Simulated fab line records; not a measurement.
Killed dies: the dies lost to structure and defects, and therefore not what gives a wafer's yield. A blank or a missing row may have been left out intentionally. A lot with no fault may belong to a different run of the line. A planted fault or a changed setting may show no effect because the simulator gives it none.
fab line records + flow sky130
record
- lots=10
- wafers=28
- lastDay=50
route steps=708 shown METAL3@564 VIA3@576 METAL5@676 PAD_OPEN@708
lots that met no fault: taken from a fault-free run of the same line
startH: hours from the record's first day to the start of the lot's first wafer shown + waitH: how many hours have passed since the lot's step before this one + " as in the row above + L1.1+2: one row covering several wafers at once + - no value, or no start given + * or withheld: withheld + < > ~ a bound
route shown NAME@n: names a module that has steps shown in the file, with the first one's number in the route + usual: mean/standard deviation taken from wafers without a fault + same: alike in all rows + chamber/n: place in a boat + sites: the reading at each site + _std_site: the values' standard deviation + _edge_site: mean of outer sites minus mean of inner sites + radiusMm: for every site, how far away it sits from the centre of the wafer + mask NAME#n: copy n + behind: tool/chamber where the wafer was last shaped + hold: reason for holding the lot/hours on hold/outcome of the hold + device: the transistor (n, p or np) that didn't switch + end of line: the tests these same wafers got at the end of their route + a step with no rows: only its recipe + killed: at the first sort, the dies lost to defects and structure; wafer yield is something else + map: the dies of a wafer, with x for killed, . for not killed, _ for no die there
set.NAME: the run value of the setting; set.NAME@STEP: its run value at that earlier step + model.NAME: the simulator's own value behind a step, which no gauge read
the route's steps for a sample of lots (tables are steps, rows are wafers)
services: from which hour (startH, from the record's first day; less than 0 if before it) a tool's chamber was out of use, for how many hours, and why
## steps
# step SKY_METAL3_OVL_MEAS_14
# usual
- METAL3_OVL=1/4.9
| lot.wafer | tool       | chamber | startH  | waitH | METAL3_OVL[nm] |
|-----------|------------|---------|---------|-------|----------------|
| L101.3    | overlay-01 | -       | 902.34  | 0.1   | 0              |
| L101.4    | "          | -       | "       | "     | -3             |
| L101.5    | "          | -       | "       | "     | -6             |
| L102.1    | overlay-02 | -       | 917.04  | 0.1   | -7             |
| L102.3    | "          | -       | "       | "     | -2             |
| L102.4    | "          | -       | "       | "     | -7             |
| L103.1    | overlay-02 | -       | 924.74  | 0.1   | 4              |
| L103.2    | "          | -       | "       | "     | -7             |
| L103.6    | "          | -       | "       | "     | 3              |
| L104.2    | overlay-02 | -       | 926.42  | 0.1   | -1             |
| L104.4    | "          | -       | "       | "     | -7             |
| L104.5    | "          | -       | "       | "     | -7             |
| L106.3    | overlay-02 | -       | 946.76  | 0.1   | -5             |
| L106.4    | "          | -       | "       | "     | -4             |
| L106.5    | "          | -       | "       | "     | -2             |
| L113.4    | overlay-01 | -       | 1031.41 | 0.1   | 4              |
| L113.6    | "          | -       | "       | "     | 4              |
| L115.2    | overlay-02 | -       | 1036.77 | 0.1   | -3             |
| L115.6    | "          | -       | "       | "     | 4              |
| L117.2    | overlay-02 | -       | 1047.27 | 0.1   | 6              |
| L117.3    | "          | -       | "       | "     | 5              |
| L117.4    | "          | -       | "       | "     | 9              |
| L118.1    | overlay-01 | -       | 1048.90 | 0.1   | -3             |
| L118.5    | "          | -       | "       | "     | -4             |
| L118.6    | "          | -       | "       | "     | -5             |
| L120.1    | overlay-02 | -       | 1059.00 | 0.1   | 7              |
| L120.3    | "          | -       | "       | "     | 5              |
| L120.4    | "          | -       | "       | "     | 10             |
# step SKY_METAL3_ETCH_16
# recipe
- chemistry=N2/H2
- target=BARC
- ionEnergyEv=200
- biasW=100
- pressureMtorr=30
- n2FlowSccm=100
- h2FlowSccm=200
- icpW=500
- stopOn=SiO2
- timeS=88.2
- targetDepthA=600
# usual
- chamberPressureMTorr=29.996/0.028
- drypumpMotorCurrentA=5.9/0.44
- oesProductAu=0.625/0.0048
- runLengthS=116.1/0.36
- throttleValvePct=13.205/0.0096
| lot.wafer | tool        | chamber | startH  | waitH | chamberPressureMTorr | drypumpMotorCurrentA | oesProductAu | rfHoursCounterH | runLengthS | throttleValvePct |
|-----------|-------------|---------|---------|-------|----------------------|----------------------|--------------|-----------------|------------|------------------|
| L101.3    | rieMetal-03 | 1       | 902.43  | 0.0   | 29.972               | 6.8                  | 0.625        | -               | 115.8      | 13.202           |
| L101.4    | "           | 0       | "       | "     | 30.010               | 6.1                  | 0.617        | -               | 116.6      | 13.206           |
| L101.5    | "           | 0       | "       | "     | 29.928               | 6.1                  | 0.624        | -               | 116.7      | 13.212           |
| L102.1    | rieMetal-03 | 1       | 917.14  | 0.1   | 29.986               | 6.8                  | 0.616        | 6               | 116.0      | 13.190           |
| L102.3    | "           | 1       | "       | "     | 30.023               | 6.8                  | 0.621        | -               | 116.0      | 13.203           |
| L102.4    | "           | 1       | "       | "     | 29.999               | 6.8                  | 0.624        | -               | 115.8      | 13.194           |
| L103.1    | rieMetal-01 | 1       | 924.81  | 0.0   | 30.005               | 5.5                  | 0.624        | 11              | 115.5      | 13.214           |
| L103.2    | "           | 0       | "       | "     | 30.011               | 5.8                  | 0.632        | 6               | 115.9      | 13.205           |
| L103.6    | "           | 0       | "       | "     | 29.953               | 5.7                  | 0.621        | -               | 116.1      | 13.219           |
| L104.2    | rieMetal-01 | 0       | 926.48  | 0.0   | 29.981               | 5.7                  | 0.622        | 6               | 116.0      | 13.202           |
| L104.4    | "           | 0       | "       | "     | 30.012               | 5.7                  | 0.618        | -               | 116.1      | 13.213           |
| L104.5    | "           | 0       | "       | "     | 30.027               | 5.7                  | 0.621        | -               | 115.8      | 13.187           |
| L106.3    | rieMetal-01 | 0       | 946.84  | 0.0   | 29.977               | 5.7                  | 0.620        | -               | 115.9      | 13.200           |
| L106.4    | "           | 1       | "       | "     | 29.959               | 5.6                  | 0.630        | -               | 115.7      | 13.196           |
| L106.5    | "           | 1       | "       | "     | 29.991               | 5.5                  | 0.622        | -               | 115.7      | 13.211           |
| L113.4    | rieMetal-01 | 0       | 1031.50 | 0.0   | 29.951               | 5.7                  | 0.630        | -               | 116.5      | 13.203           |
| L113.6    | "           | 1       | "       | "     | 29.968               | 5.5                  | 0.628        | -               | 115.6      | 13.203           |
| L115.2    | rieMetal-03 | 0       | 1036.83 | 0.0   | 30.003               | 6.1                  | 0.626        | 5               | 116.9      | 13.192           |
| L115.6    | "           | 0       | "       | "     | 30.000               | 6.1                  | 0.625        | -               | 116.5      | 13.217           |
| L117.2    | rieMetal-02 | 1       | 1047.33 | 0.0   | 29.987               | 6.1                  | 0.626        | 16              | 116.5      | 13.191           |
| L117.3    | "           | 1       | "       | "     | 29.988               | 6.1                  | 0.635        | -               | 116.2      | 13.202           |
| L117.4    | "           | 0       | "       | "     | 29.989               | 5.3                  | 0.618        | -               | 116.4      | 13.203           |
| L118.1    | rieMetal-01 | 1       | 1048.97 | 0.0   | 30.051               | 5.5                  | 0.630        | 17              | 115.5      | 13.197           |
| L118.5    | "           | 0       | "       | "     | 29.989               | 5.7                  | 0.630        | -               | 115.9      | 13.202           |
| L118.6    | "           | 1       | "       | "     | 30.010               | 5.5                  | 0.627        | -               | 115.5      | 13.203           |
| L120.1    | rieMetal-01 | 1       | 1059.07 | 0.0   | 29.993               | 5.5                  | 0.617        | 17              | 116.1      | 13.192           |
| L120.3    | "           | 1       | "       | "     | 30.054               | 5.5                  | 0.626        | -               | 115.5      | 13.192           |
| L120.4    | "           | 0       | "       | "     | 29.978               | 5.7                  | 0.628        | -               | 116.2      | 13.207           |
# step SKY_VIA3_BOW_MEAS_03
# recipe
- mode=bow
# usual
- VIA3_BOW=79/8
| lot.wafer | tool         | chamber | startH  | waitH | VIA3_BOW[um] |
|-----------|--------------|---------|---------|-------|--------------|
| L101.3    | filmMetro-03 | -       | 903.90  | 0.3   | 80           |
| L101.4    | "            | -       | "       | "     | 71           |
| L101.5    | "            | -       | "       | "     | 67           |
| L102.1    | filmMetro-03 | -       | 918.72  | 0.1   | 72           |
| L102.3    | "            | -       | "       | "     | 68           |
| L102.4    | "            | -       | "       | "     | 77           |
| L103.1    | filmMetro-02 | -       | 926.40  | 0.1   | 73           |
| L103.2    | "            | -       | "       | "     | 83           |
| L103.6    | "            | -       | "       | "     | 82           |
| L104.2    | filmMetro-01 | -       | 928.38  | 0.2   | 83           |
| L104.4    | "            | -       | "       | "     | 78           |
| L104.5    | "            | -       | "       | "     | 79           |
| L106.3    | filmMetro-02 | -       | 948.29  | 0.1   | 87           |
| L106.4    | "            | -       | "       | "     | 88           |
| L106.5    | "            | -       | "       | "     | 86           |
| L113.4    | filmMetro-01 | -       | 1032.99 | 0.2   | 73           |
| L113.6    | "            | -       | "       | "     | 69           |
| L115.2    | filmMetro-03 | -       | 1038.27 | 0.2   | 83           |
| L115.6    | "            | -       | "       | "     | 83           |
| L117.2    | filmMetro-02 | -       | 1048.81 | 0.3   | 81           |
| L117.3    | "            | -       | "       | "     | 78           |
| L117.4    | "            | -       | "       | "     | 73           |
| L118.1    | filmMetro-02 | -       | 1050.40 | 0.1   | 82           |
| L118.5    | "            | -       | "       | "     | 77           |
| L118.6    | "            | -       | "       | "     | 58           |
| L120.1    | filmMetro-01 | -       | 1060.51 | 0.1   | 95           |
| L120.3    | "            | -       | "       | "     | 87           |
| L120.4    | "            | -       | "       | "     | 92           |
# step SKY_METAL5_METAL_ETCH_15
# recipe
- targetDepthA=12600
- stopOn=SiO2
- overEtchFrac=0.2
- timeS=252
- chemistry=Cl2/BCl3
- resistSidewallDeg=86
- pressureMtorr=10
- icpW=900
- biasW=48.5
- Cl2_flow_sccm=60
- bcl3FlowSccm=30
# usual
- bcl3FlowSccm=29.99/0.093
- chamberPressureMTorr=9.999/0.0088
- drypumpMotorCurrentA=5.71/0.25
- oesProductAu=0.894/0.0048
- runLengthS=280.1/0.67
- throttleValvePct=22.265/0.0088
| lot.wafer | tool        | chamber | startH  | waitH | bcl3FlowSccm | chamberPressureMTorr | drypumpMotorCurrentA | oesProductAu | rfHoursCounterH | runLengthS | throttleValvePct |
|-----------|-------------|---------|---------|-------|--------------|----------------------|----------------------|--------------|-----------------|------------|------------------|
| L101.3    | rieMetal-04 | 0       | 1029.76 | 0.1   | 29.98        | 9.988                | 5.63                 | 0.886        | -               | 280.5      | 22.257           |
| L101.4    | "           | 1       | "       | "     | 30.03        | 9.984                | 5.69                 | 0.899        | -               | 279.8      | 22.285           |
| L101.5    | "           | 0       | "       | "     | 30.07        | 9.986                | 5.66                 | 0.891        | -               | 280.1      | 22.259           |
| L102.1    | rieMetal-01 | 0       | 1040.68 | 0.0   | 29.97        | 10.000               | 5.72                 | 0.891        | 11              | 282.8      | 22.270           |
| L102.3    | "           | 1       | "       | "     | 30.10        | 10.013               | 5.52                 | 0.900        | -               | 282.3      | 22.273           |
| L102.4    | "           | 0       | "       | "     | 29.88        | 10.013               | 5.73                 | 0.898        | -               | 282.9      | 22.270           |
| L103.1    | rieMetal-04 | 1       | 1050.03 | 0.0   | 29.92        | 10.005               | 5.70                 | 0.890        | 9               | 280.3      | 22.276           |
| L103.2    | "           | 0       | "       | "     | 29.80        | 10.000               | 5.66                 | 0.890        | 19              | 280.4      | 22.267           |
| L103.6    | "           | 1       | "       | "     | 30.02        | 10.010               | 5.69                 | 0.894        | -               | 280.2      | 22.274           |
| L104.2    | rieMetal-01 | 1       | 1052.22 | 0.0   | 29.94        | 9.983                | 5.53                 | 0.890        | 17              | 279.3      | 22.279           |
| L104.4    | "           | 1       | "       | "     | 30.04        | 10.005               | 5.52                 | 0.896        | -               | 279.3      | 22.266           |
| L104.5    | "           | 0       | "       | "     | 30.08        | 9.982                | 5.72                 | 0.895        | -               | 280.0      | 22.243           |
| L106.3    | rieMetal-04 | 0       | 1066.36 | 0.1   | 29.96        | 9.993                | 5.66                 | 0.899        | -               | 280.8      | 22.264           |
| L106.4    | "           | 1       | "       | "     | 29.68        | 9.995                | 5.69                 | 0.896        | -               | 280.0      | 22.262           |
| L106.5    | "           | 1       | "       | "     | 29.93        | 9.998                | 5.68                 | 0.893        | -               | 280.0      | 22.275           |
| L113.4    | rieMetal-01 | 0       | 1140.15 | 0.1   | 29.93        | 9.997                | 5.73                 | 0.991        | -               | 256.6      | 22.263           |
| L113.6    | "           | 1       | "       | "     | 30.05        | 9.999                | 5.54                 | 0.899        | -               | 279.5      | 22.244           |
| L115.2    | rieMetal-01 | 0       | 1144.73 | 0.0   | 29.96        | 10.008               | 5.73                 | 0.990        | 20              | 256.8      | 22.271           |
| L115.6    | "           | 1       | "       | "     | 29.92        | 10.002               | 5.53                 | 0.905        | -               | 279.2      | 22.261           |
| L117.2    | rieMetal-04 | 0       | 1152.77 | 0.0   | 30.05        | 9.990                | 5.65                 | 0.897        | 26              | 280.2      | 22.269           |
| L117.3    | "           | 0       | "       | "     | 30.08        | 10.003               | 5.66                 | 0.887        | -               | 280.2      | 22.278           |
| L117.4    | "           | 1       | "       | "     | 30.25        | 9.989                | 5.69                 | 0.886        | -               | 280.0      | 22.270           |
| L118.1    | rieMetal-03 | 0       | 1153.72 | 0.0   | 30.06        | 9.992                | 6.10                 | 0.889        | 15              | 280.2      | 22.257           |
| L118.5    | "           | 1       | "       | "     | 30.05        | 9.996                | 6.78                 | 0.892        | -               | 279.7      | 22.250           |
| L118.6    | "           | 0       | "       | "     | 30.11        | 10.007               | 6.13                 | 0.904        | -               | 281.1      | 22.255           |
| L120.1    | rieMetal-04 | 1       | 1163.28 | 0.0   | 29.99        | 10.009               | 5.70                 | 0.892        | 16              | 279.9      | 22.281           |
| L120.3    | "           | 1       | "       | "     | 29.84        | 10.007               | 5.69                 | 0.891        | -               | 279.8      | 22.264           |
| L120.4    | "           | 0       | "       | "     | 29.97        | 10.017               | 5.65                 | 0.890        | -               | 281.0      | 22.266           |
# step SKY_METAL5_STRIP_16
# recipe
- chemistry=O2/N2
- powerW=1400
- pressureMtorr=1500
- platenTempC=withheld
- o2FlowSccm=3000
- n2FlowSccm=300
- overashFraction=0.5
# usual
- chamberPressureMTorr=1500.1/1.4
- drypumpMotorCurrentA=6.0/0.35
- oesProductAu=0.709/0.0045
- stripTimeToEndpointS=13.08/0.15
| lot.wafer | tool           | chamber | startH  | waitH | chamberPressureMTorr | drypumpMotorCurrentA | oesProductAu | rfHoursCounterH | stripTimeToEndpointS |
|-----------|----------------|---------|---------|-------|----------------------|----------------------|--------------|-----------------|----------------------|
| L101.3    | plasmaAsher-02 | 1       | 1029.95 | 0.1   | 1501.0               | 6.1                  | 0.709        | -               | 13.20                |
| L101.4    | "              | 0       | "       | "     | 1499.5               | 5.9                  | 0.715        | -               | 12.92                |
| L101.5    | "              | 1       | "       | "     | 1498.3               | 6.1                  | 0.707        | -               | 13.15                |
| L102.1    | plasmaAsher-02 | 1       | 1040.99 | 0.2   | 1502.2               | 6.1                  | 0.711        | 119             | 13.20                |
| L102.3    | "              | 0       | "       | "     | 1501.3               | 5.9                  | 0.715        | -               | 13.03                |
| L102.4    | "              | 1       | "       | "     | 1501.5               | 6.1                  | 0.706        | -               | 13.13                |
| L103.1    | plasmaAsher-02 | 0       | 1050.26 | 0.2   | 1500.2               | 6.0                  | 0.707        | 120             | 12.88                |
| L103.2    | "              | 1       | "       | "     | 1498.5               | 6.1                  | 0.708        | 120             | 13.19                |
| L103.6    | "              | 0       | "       | "     | 1499.4               | 6.0                  | 0.704        | -               | 12.77                |
| L104.2    | plasmaAsher-01 | 1       | 1052.45 | 0.2   | 1501.8               | 6.6                  | 0.712        | 31              | 12.91                |
| L104.4    | "              | 0       | "       | "     | 1498.1               | 5.6                  | 0.707        | -               | 12.91                |
| L104.5    | "              | 1       | "       | "     | 1498.7               | 6.6                  | 0.715        | -               | 13.09                |
| L106.3    | plasmaAsher-02 | 1       | 1066.55 | 0.1   | 1501.8               | 6.1                  | 0.714        | -               | 13.20                |
| L106.4    | "              | 0       | "       | "     | 1501.7               | 6.0                  | 0.699        | -               | 12.90                |
| L106.5    | "              | 1       | "       | "     | 1500.8               | 6.1                  | 0.705        | -               | 12.88                |
| L113.4    | plasmaAsher-02 | 0       | 1140.34 | 0.1   | 1500.1               | 5.9                  | 0.702        | -               | 13.96                |
| L113.6    | "              | 1       | "       | "     | 1500.8               | 6.1                  | 0.713        | -               | 13.03                |
| L115.2    | plasmaAsher-01 | 1       | 1144.96 | 0.2   | 1498.8               | 6.6                  | 0.710        | 40              | 13.97                |
| L115.6    | "              | 1       | "       | "     | 1499.3               | 6.6                  | 0.711        | -               | 13.02                |
| L117.2    | plasmaAsher-04 | 0       | 1153.00 | 0.2   | 1500.3               | 5.8                  | 0.705        | 72              | 13.14                |
| L117.3    | "              | 0       | "       | "     | 1500.9               | 5.8                  | 0.712        | -               | 13.23                |
| L117.4    | "              | 1       | "       | "     | 1497.9               | 5.7                  | 0.715        | -               | 12.76                |
| L118.1    | plasmaAsher-04 | 0       | 1153.95 | 0.2   | 1498.4               | 5.8                  | 0.703        | 72              | 13.22                |
| L118.5    | "              | 0       | "       | "     | 1500.2               | 5.8                  | 0.706        | -               | 13.21                |
| L118.6    | "              | 1       | "       | "     | 1499.4               | 5.7                  | 0.712        | -               | 13.19                |
| L120.1    | plasmaAsher-04 | 0       | 1163.51 | 0.2   | 1501.0               | 5.8                  | 0.718        | 73              | 13.07                |
| L120.3    | "              | 0       | "       | "     | 1501.8               | 5.8                  | 0.712        | -               | 12.98                |
| L120.4    | "              | 1       | "       | "     | 1499.4               | 5.7                  | 0.712        | -               | 13.35                |
# step SKY_PAD_OPEN_PROBE_99
# usual
- defectLimitedYield=82.5/1.9
- killed_at_M0_to_M3=44/7.3
- killed_at_M4_up=3.2/1.8
- killedAtContacts=24/5.4
- killedAtFrontEnd=16/4.4
- killedAtOther=0.3/0.48
- killedDies=86/9.5
- killedOpen=47/7.7
- killedShort=39/6.4
- sort_bin_3_pad_short=0.9/0.41
- sort_bin_5_function=10.4/1.5
- sort_bin_6_memory=6.2/1.1
- sortNPass=406/9.5
- sortYieldPct=82.5/1.9
# same
- grossDies=492
- killedAtBackSide=0
- sort_bin_4_leakage[%]=0
- sort_bin_8_speed[%]=0
| lot.wafer | tool      | chamber | startH  | waitH | defectLimitedYield[%] | killed_at_M0_to_M3 | killed_at_M4_up | killedAtContacts | killedAtFrontEnd | killedAtOther | killedDies | killedOpen | killedShort | sort_bin_3_pad_short[%] | sort_bin_5_function[%] | sort_bin_6_memory[%] | sortNPass | sortYieldPct[%] |
|-----------|-----------|---------|---------|-------|-----------------------|--------------------|-----------------|------------------|------------------|---------------|------------|------------|-------------|-------------------------|------------------------|----------------------|-----------|-----------------|
| L115.2    | prober-01 | -       | 1183.54 | 0.1   | 82.5                  | 39                 | 7               | 28               | 12               | 0             | 86         | 50         | 35          | 1.2                     | 11.2                   | 5.1                  | 406       | 82.5            |
# killed by level:class
L115.2 CONTACT:geometricParticle:open=13 VIA1:geometricParticle:open=9 VIA3:geometricParticle:open=7 LI_CONTACT:geometricParticle:open=6 CONTACT:geometricParticle:short=5 METAL1:geometricParticle:short=4 METAL2:geometricParticle:short=4 METAL4:geometricParticle:short=4
## services
| tool           | chamber | startH  | hours | kind      |
|----------------|---------|---------|-------|-----------|
| plasmaAsher-02 | -       | 882.39  | 11.8  | repair    |
| plasmaAsher-02 | -       | 892.43  | 0.4   | repair    |
| rieMetal-04    | -       | 904.69  | 0.1   | repair    |
| rieMetal-02    | 0       | 911.27  | 20.4  | repair    |
| rieMetal-01    | -       | 913.88  | 0.4   | repair    |
| rieMetal-04    | -       | 946.55  | 0.8   | repair    |
| plasmaAsher-04 | -       | 947.46  | 2.5   | repair    |
| rieMetal-01    | -       | 959.83  | 14.6  | pm        |
| plasmaAsher-02 | -       | 975.35  | 14.6  | pm        |
| rieMetal-01    | 1       | 976.82  | 3.3   | repair    |
| plasmaAsher-02 | -       | 1000.55 | 2.4   | repair    |
| rieMetal-03    | 0       | 1012.86 | 16.2  | repair    |
| plasmaAsher-01 | -       | 1018.72 | 1.3   | repair    |
| plasmaAsher-04 | -       | 1020.83 | 0.8   | repair    |
| plasmaAsher-02 | -       | 1055.25 | 9.0   | pm        |
| plasmaAsher-02 | 0       | 1055.25 | 9.0   | ventCycle |
| plasmaAsher-02 | 1       | 1055.25 | 9.0   | ventCycle |
| plasmaAsher-02 | 0       | 1064.25 | -     | clean     |
| plasmaAsher-02 | -       | 1093.15 | 3.5   | repair    |
| rieMetal-01    | -       | 1101.93 | 2.8   | pm        |
| rieMetal-03    | -       | 1103.27 | 0.6   | repair    |
| plasmaAsher-04 | -       | 1130.25 | 0.7   | repair    |
| rieMetal-04    | -       | 1136.48 | 14.6  | pm        |
| rieMetal-02    | 0       | 1139.28 | 1.3   | repair    |
## key
firstSign
- step=SKY_METAL5_METAL_ETCH_15
- reading=runLengthS
- direction=down
- sigmas=35
- usual=*
- struck=*
effect
- step=SKY_METAL5_METAL_ETCH_15
- reading=oesProductAu
- direction=up
- sigmas=20
- usual=0.894
- struck=0.991
effect
- step=SKY_METAL5_STRIP_16
- reading=stripTimeToEndpointS
- direction=up
- sigmas=6
- usual=*
- struck=*
metAt SKY_METAL5_METAL_ETCH_15
struckLots L113,L115
struckWafers L113.4,L115.2
notActingAt SKY_METAL3_OVL_MEAS_14,SKY_METAL3_ETCH_16,SKY_VIA3_BOW_MEAS_03
onsetBetween 1052.22 1140.15
fault
- kind=processParameterDrift
- tool=rieMetal-01
- chamber=-
- onsetH=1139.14
- steps=SKY_METAL5_METAL_ETCH_15
- channel=timeS
- offset=*
- shape=step
- endH=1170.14
- scope=struckWafersOnly
- actsIn=*
- stated=*
